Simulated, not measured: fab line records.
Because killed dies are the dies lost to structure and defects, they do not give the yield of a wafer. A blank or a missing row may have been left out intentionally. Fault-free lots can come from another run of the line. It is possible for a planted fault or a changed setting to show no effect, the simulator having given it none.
A lot that was struck, set against a sound lot | flow sky130 | 43 steps out of a route of 708
Sound: wafers L735.4, L735.5, L735.6. Wafers struck: L743.2, L743.3, L743.4. At the end, the cause is stated.
Order at every step that has rows: each side's tool, ch and its chambers, its first start. Under that, the readings that differ: sound wafers | struck wafers | difference of the means | sigmas: that difference in standard deviations of wafers without a fault.
alike: readings with means less than 2 such deviations apart, plus words and numbers identical on both sides. not compared: withheld readings, readings lacking a value on some wafer, bounds such as >300 that could conceal the same value, and numbers that have no deviation in the record and whose values overlap.
The two part at a step that has a row with sigmas, a row that says differs or no value, or rows on one side only. Numbers that don't overlap but have no deviation are shown without sigmas and don't part them. A reading that every wafer of one side lacks parts them only if that side has two wafers or more.

SKY_METAL4_CD_MEAS_13: the cd target is 300 nm.
  struck on cd sem-02, day 45 15:05; sound on cd sem-02, day 43 19:27
  alike: cd nm
SKY_METAL4_OVL_MEAS_14:
  struck on overlay-02, day 45 15:11; sound on overlay-02, day 43 19:32
  alike: METAL4_OVL
then, 2 steps without rows for these wafers: SKY_METAL4_DESCUM_15 (chemistry O2, time 8 s); SKY_METAL4_ETCH_16 (etches BARC in N2/H2, stops on SiO2, time 88.2 s, target depth 60 nm).
SKY_METAL4_ETCH_17: etches SiO2 in C4F8/O2/Ar, stops on TiN, time 3.9 s, target depth 15 nm.
  sound on rie diel-04 ch 0,1, day 43 19:49; struck on rie diel-01 ch 0,1,3, day 45 15:21
  alike: oes product au
  not compared: rf hours counter h
then, 6 steps without rows for these wafers: SKY_METAL4_METAL_ETCH_18 (etches the open film in Cl2/BCl3, stops on SiO2, target depth 845 nm, time 183.1 s); SKY_METAL4_STRIP_19 (strips in O2/N2); SKY_METAL4_STRIP_20 (strips in post etch residue remover, time 1200 s); SKY_METAL4_CLEAN_21 (cleans in IPA, time 180 s); SKY_METAL4_CLEAN_22 (cleans in O3/DIW); SKY_VIA4_HDPCVD_00 (deposits SiO2, target thk 1750 nm, time 291.7 s).
SKY_VIA4_THK_MEAS_01:
  struck on film metro-01, day 45 16:19; sound on film metro-01, day 43 20:49
  alike: VIA4_HDPCVD_THK
SKY_VIA4_CMP_02: polishes SiO2.
  sound on cmp-02 ch 0,1, day 43 20:50; struck on cmp-02 ch 0,1,3, day 45 16:22
  alike: motor current A, slurry flow ml min
SKY_VIA4_BOW_MEAS_03:
  struck on film metro-02, day 45 16:41; sound on film metro-01, day 43 21:12
  alike: VIA4_BOW
then, 7 steps without rows for these wafers: SKY_VIA4_DEHYDRATE_04 (time 60 s); SKY_VIA4_HMDS_05 (prime time 60 s); SKY_VIA4_COAT_06 (resist thk 1140 nm); SKY_VIA4_SOFTBAKE_07 (time 60 s); SKY_VIA4_EXPOSE_08 (exposes mask VIM4, target cd 800 nm); SKY_VIA4_PEB_09; SKY_VIA4_DEVELOP_10 (develop time 60 s).
SKY_VIA4_OVL_MEAS_11:
  struck on overlay-01, day 46 13:23; sound on overlay-02, day 44 19:47
  alike: VIA4_OVL
then, 6 steps without rows for these wafers: SKY_VIA4_ETCH_12 (etches SiO2 in C4F8/O2/Ar, stops on TiN, target depth 580 nm); SKY_VIA4_STRIP_13 (strips in O2/N2); SKY_VIA4_STRIP_14 (strips in post etch residue remover, time 1200 s); SKY_VIA4_CLEAN_15 (cleans in IPA, time 180 s); SKY_VIA4_CLEAN_16 (cleans in O3/DIW); SKY_VIA4_SPUTTER_17 (material TiN, target thk 20 nm, time 80 s).
SKY_VIA4_CVD_18: deposits W, target thk 505 nm, time 152.14 s.
  sound on cvd w-01 ch 0,1, day 44 20:34; struck on cvd w-01 ch 0,1, day 46 14:08
  alike: heater power w
SKY_VIA4_RS_MEAS_19: uses a four-point probe to measure.
  struck on film metro-04, day 46 14:19; sound on film metro-04, day 44 20:44
  alike: VIA4_W_RS
SKY_VIA4_THK_MEAS_20: measures by xrf.
  struck on film metro-04, day 46 14:25; sound on film metro-04, day 44 20:49
  alike: VIA4_W_THK
then, 1 step without rows for these wafers: SKY_VIA4_CMP_21 (polishes, stops on SiO2, t overpolish 25 s, target thk 0 nm).
SKY_METAL5_SPUTTER_00: material Ti, target thk 15 nm, time 10 s.
  struck on pvd sputter-02, day 46 14:46; sound on pvd sputter-01, day 44 21:23
  alike: throttle valve pct
SKY_METAL5_SPUTTER_01: material TiN, target thk 20 nm, time 16.7 s.
  struck on pvd sputter-02, day 46 14:48; sound on pvd sputter-01, day 44 21:25
  alike: throttle valve pct
SKY_METAL5_SPUTTER_02: material AlCu, target thk 1150 nm, time 61.2 s.
  struck on pvd sputter-02, day 46 14:49; sound on pvd sputter-01, day 44 21:26
  alike: throttle valve pct
then, 2 steps without rows for these wafers: SKY_METAL5_SPUTTER_03 (material Ti, target thk 5 nm, time 3.3 s); SKY_METAL5_SPUTTER_04 (material TiN, target thk 70 nm, time 58.3 s).
SKY_METAL5_RS_MEAS_05: uses a four-point probe to measure.
  struck on film metro-04, day 46 14:58; sound on film metro-03, day 44 21:37
  reading                 | sound                   | struck                  | difference | sigmas
  METAL5_ALCU_RS (ohm/sq) | 0.02696 0.02717 0.02667 | 0.02657 0.02627 0.02638 | -0.00053   | -2
SKY_METAL5_THK_MEAS_06: measures by xrf.
  struck on film metro-04, day 46 15:04; sound on film metro-03, day 44 21:43
  reading              | sound          | struck         | difference | sigmas
  METAL5_ALCU_THK (nm) | 1157 1139 1168 | 1176 1186 1187 | +28        | +2
then, 3 steps without rows for these wafers: SKY_METAL5_DEHYDRATE_07 (time 60 s); SKY_METAL5_HMDS_08 (prime time 60 s); SKY_METAL5_COAT_09 (resist thk 1800 nm).
-- the record jumps here: 3 days lie between the struck wafers' starts before and after (it left off in module METAL5 and takes up again in module PAD_OPEN, whose first step shown is number 708 of the route) --
SKY_PAD_OPEN_PROBE_99:
  struck on prober-02, day 49 03:15; sound on prober-02, day 47 16:08
  reading                               | sound             | struck            | difference | sigmas
  defect limited yield (%)              | 82.9 81.9 82.1    | 61.4 63.8 62.8    | -19.6      | -11
  killed_at_M4_up                       | 3 7 6             | 119 114 123       | +113       | +63
  killed dies                           | 84 89 88          | 190 178 183       | +97        | +11
  killed on rim                         | 20 18 25          | 34 38 36          | +15        | +4
  sort_bin_3_pad_short (%)              | 0.8 0.2 1.2       | 3.0 1.4 2.0       | +1.4       | +3
  sort_bin_5_function (%)               | 8.9 10.8 9.3      | 23.4 20.7 23.6    | +12.9      | +9
  sort_bin_6_memory (%)                 | 7.3 7.1 7.3       | 12.2 14.0 11.6    | +5.4       | +5
  sort n pass                           | 408 403 404       | 302 314 309       | -97        | -11
  sort yield pct (%)                    | 82.9 81.9 82.1    | 61.4 63.8 62.8    | -19.6      | -11
  model.etest.tester.sort n pass        | 408 403 404       | 302 314 309       | -97        |
  model.etest.tester.sort yield pct (%) | 82.93 81.91 82.11 | 61.38 63.82 62.8  | -19.65     |
  model.etest.tester.sort_bin_5_pct (%) | 8.943 10.77 9.35  | 23.37 20.73 23.58 | +12.87     |
  model.etest.tester.sort_bin_6_pct (%) | 7.317 7.114 7.317 | 12.2 14.02 11.59  | +5.4       |
  model.etest.tester.sort_bin_3_pct (%) | 0.813 0.2033 1.22 | 3.049 1.423 2.033 | +1.423     |
  alike: killed_at_M0_to_M3, killed at contacts, killed at front end, killed at other, killed open, killed short

## WHERE THEY PART
Earliest at SKY_METAL5_RS_MEAS_05; latest, in this record, at SKY_PAD_OPEN_PROBE_99.

WHY: whatever the simulator had introduced
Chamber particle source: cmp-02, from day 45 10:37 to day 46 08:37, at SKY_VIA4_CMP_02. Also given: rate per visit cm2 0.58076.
